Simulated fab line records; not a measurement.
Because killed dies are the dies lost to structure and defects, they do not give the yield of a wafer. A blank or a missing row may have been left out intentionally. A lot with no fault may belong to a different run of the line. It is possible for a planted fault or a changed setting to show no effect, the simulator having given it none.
One fault through the eyes of 2 desks -- flow gf180mcu -- every desk sees just its own numbers, and what lay behind them comes last

== TOOL OWNER'S DESK, implanter-01 ==
For each lot that ran on this tool, the mean over its sampled wafers that have a number, from the tool's own readings at GF_HV_LDD_IMPLANT_09. Any lot whose mean is over 4 standard deviations away from the usual mean is out of limits and marked OUT; that distance is given in the brackets.
Columns: A = beam energy keV at GF_HV_LDD_IMPLANT_09, usual 39.999
lot,first seen here,A
L234,day 10 19:59,39.979
L236,day 11 05:08,34.775 (-99 or more) OUT
L238,day 11 16:17,34.759 (-99 or more) OUT
L240,day 12 03:55,34.778 (-99 or more) OUT
L247,day 14 09:56,39.988
L250,day 15 12:53,40.008
L252,day 16 05:08,40.001
L253,day 16 11:26,40.011
This desk finds L236, L238, L240 out of limits, L236 being first, at day 11 05:08 (beam energy keV at GF_HV_LDD_IMPLANT_09). Within limits: L234, L247, L250, L252, L253.

== FROM THE METROLOGY DESK ==
Lot by lot, what the gauges showed, no matter which tool ran the lot: averages of those sampled wafers that carry a number. Any lot whose mean is over 4 standard deviations away from the usual mean is out of limits and marked OUT; that distance is given in the brackets.
Columns: A = VT_IMPLANT_03_OVL at GF_VT_IMPLANT_OVL_MEAS_40, usual -0.5 nm; B = LVPWELL_RS at GF_VT_IMPLANT_RS_MEAS_48, usual 1197 ohm/sq; C = HV_LDD_TW at GF_HV_LDD_TW_MEAS_11, usual 2415; D = HV_LDD_RS at GF_HV_LDD_RS_MEAS_53, usual 418.2 ohm/sq
lot,first seen here,A,B,C,D
L234,day 8 10:14,0.3,1199,2413,418.8
L236,day 8 15:57,-2.2,1196,2326 (-5.0) OUT,422.4 (+4.5) OUT
L238,day 9 04:08,0.4,1194,2312 (-5.7) OUT,421.3
L240,day 9 16:08,-0.7,1197,2314 (-5.6) OUT,421.5
L241,day 9 22:20,0.6,1190,2426,417.1
L244,day 10 17:27,-1.1,1201,2432,417.9
L247,day 11 15:42,0.2,1198,2409,418.9
L249,day 12 03:38,-0.3,1196,2409,419.8
L250,day 12 15:47,0.3,1202,2419,417.2
L251,day 12 20:48,-0.4,1195,2412,418.1
L252,day 13 03:39,0.1,1198,2430,418.8
L253,day 13 08:24,0.4,1197,2357,418.1
This desk reports L236, L238, L240 out of limits; the earliest was L236 at day 11 05:22 (HV_LDD_TW at GF_HV_LDD_TW_MEAS_11). Within limits: L234, L241, L244, L247, L249, L250, L251, L252, L253.

== PUT TOGETHER ==
The tool owner's desk had the chance to raise an alarm at day 11 05:08 on L236, L238, L240.
At day 11 05:22 the metrology desk could have sounded an alarm, on L236, L238, L240.
Every lot named ran GF_HV_LDD_IMPLANT_09 on implanter-01.

== WHAT HAD BEEN PUT IN BY THE SIMULATOR ==
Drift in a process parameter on implanter-01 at GF_HV_LDD_IMPLANT_09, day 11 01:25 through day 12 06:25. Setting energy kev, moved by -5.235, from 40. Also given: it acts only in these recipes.
Lots struck among those shown: L236, L238, L240.
Hours from the fault's start to each desk's first reading out of limits: the tool owner's desk, 4; the metrology desk, 4.
